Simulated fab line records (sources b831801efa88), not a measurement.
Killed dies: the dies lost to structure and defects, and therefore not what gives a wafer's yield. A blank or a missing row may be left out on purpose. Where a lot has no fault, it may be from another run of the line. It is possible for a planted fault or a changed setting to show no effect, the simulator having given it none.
Struck lot and sound lot, side by side    flow sky130    16 steps out of a route of 708
Sound: wafers L665.1, L665.2, L665.3. Struck: wafers L666.1, L666.2, L666.4. The cause is given at the end.
For every step that has rows: the tool of each side, followed by ch and its chambers, followed by its first start. Under that, the readings that differ: sound wafers    struck wafers    difference of the means    sigmas: that difference in standard deviations of wafers without a fault.
alike: words and numbers the same on both sides, and readings whose means are apart by under 2 such deviations; not compared: readings that were withheld, readings missing a value for some wafer, numbers with overlapping values and no deviation given by the record, and bounds like >300 which may hide the same value.
A row with sigmas, a row that says differs or no value, or rows on one side alone: a step with any of these is where the two part. Non-overlapping numbers with no deviation appear without sigmas and do not part them. A reading missing from all wafers of one side parts the sides only when that side holds two or more wafers.

SKY_VT_ADJUST_HVTP_OVL_MEAS_08:
  sound on overlay-02, day 8 11:52; struck on overlay-02, day 8 14:40
  alike: VT_ADJUST_HVTP_OVL
then, 1 step without rows for these wafers: SKY_VT_ADJUST_HVTP_IMPLANT_09.
SKY_VT_ADJUST_HVTP_STRIP_10: strips in O2/N2.
  sound on plasma_asher-02 ch 0,1, day 8 12:04; struck on plasma_asher-02 ch 0,1, day 8 14:52
reading                       sound              struck             difference  sigmas
strip_time_to_endpoint_s (s)  14.11 14.12 14.12  14.20 14.21 14.18  +0.08       +2
  alike: drypump_motor_current_A, oes_product_au
  not compared: rf_hours_counter_h
SKY_VT_ADJUST_HVTP_TW_MEAS_11:
  sound on film_metro-03, day 8 12:10; struck on film_metro-01, day 8 14:58
reading            sound           struck          difference  sigmas
VT_ADJUST_HVTP_TW  1374 1368 1368  1352 1351 1359  -16         -2
then, 7 steps without rows for these wafers: SKY_VT_ADJUST_LVTN_DEHYDRATE_00 (time 60 s); SKY_VT_ADJUST_LVTN_HMDS_01 (prime time 60 s); SKY_VT_ADJUST_LVTN_COAT_02 (resist thk 3000 nm); SKY_VT_ADJUST_LVTN_SOFTBAKE_03; SKY_VT_ADJUST_LVTN_EXPOSE_04 (exposes mask NWM COMPLEMENT LESS NATIVE, target cd 840 nm); SKY_VT_ADJUST_LVTN_PEB_05; SKY_VT_ADJUST_LVTN_DEVELOP_06 (develop time 60 s).
SKY_VT_ADJUST_LVTN_OVL_MEAS_07:
  sound on overlay-02, day 9 08:36; struck on overlay-02, day 9 12:24
  alike: VT_ADJUST_LVTN_OVL
SKY_VT_ADJUST_LVTN_IMPLANT_08:
  sound on implanter-02 ch 0, day 9 08:38; struck on implanter-04 ch 0, day 9 12:26
reading             sound                             struck                            difference   sigmas
dose_ions_cm2       1.5693e+12 1.5702e+12 1.5685e+12  1.2586e+12 1.2555e+12 1.2564e+12  -3.1250e+11  -99 or more
faraday_current_uA  8.54 8.41 9.03                    6.87 7.13 7.22                    -1.59        -8
SKY_VT_ADJUST_LVTN_STRIP_09: strips in O2/N2.
  sound on plasma_asher-01 ch 0,1, day 9 08:47; struck on plasma_asher-04 ch 0,1, day 9 12:35
reading                       sound              struck             difference  sigmas
strip_time_to_endpoint_s (s)  37.06 37.04 37.06  36.86 36.73 36.77  -0.27       -3
  alike: drypump_motor_current_A, oes_product_au
  not compared: rf_hours_counter_h
SKY_VT_ADJUST_LVTN_TW_MEAS_10:
  sound on film_metro-02, day 9 08:53; struck on film_metro-03, day 9 12:55
reading            sound              struck             difference  sigmas
VT_ADJUST_LVTN_TW  239.9 239.9 240.7  229.7 230.4 231.3  -9.7        -6
  not compared: hold
-- a jump in the record: the struck wafers' starts before and after are 38 days apart (it breaks off in module VT_ADJUST_LVTN and resumes in module PAD_OPEN, where the first step shown is number 708 of the route) --
SKY_PAD_OPEN_PROBE_99:
  sound on prober-01, day 47 16:56; struck on prober-02, day 47 23:14
  alike: killed_at_M0_to_M3, killed_at_M4_up, killed_at_contacts, killed_at_front_end, killed_at_other, killed_dies, killed_open, killed_short
  not compared: model.etest.nfet_01v8_lvt.body_rise_v

WHERE THEY PART
At SKY_VT_ADJUST_HVTP_STRIP_10 first; at SKY_VT_ADJUST_LVTN_TW_MEAS_10 last (within this record only). Later steps at which nothing parts them and some readings are alike: SKY_PAD_OPEN_PROBE_99.

WHY: the cause the simulator had injected
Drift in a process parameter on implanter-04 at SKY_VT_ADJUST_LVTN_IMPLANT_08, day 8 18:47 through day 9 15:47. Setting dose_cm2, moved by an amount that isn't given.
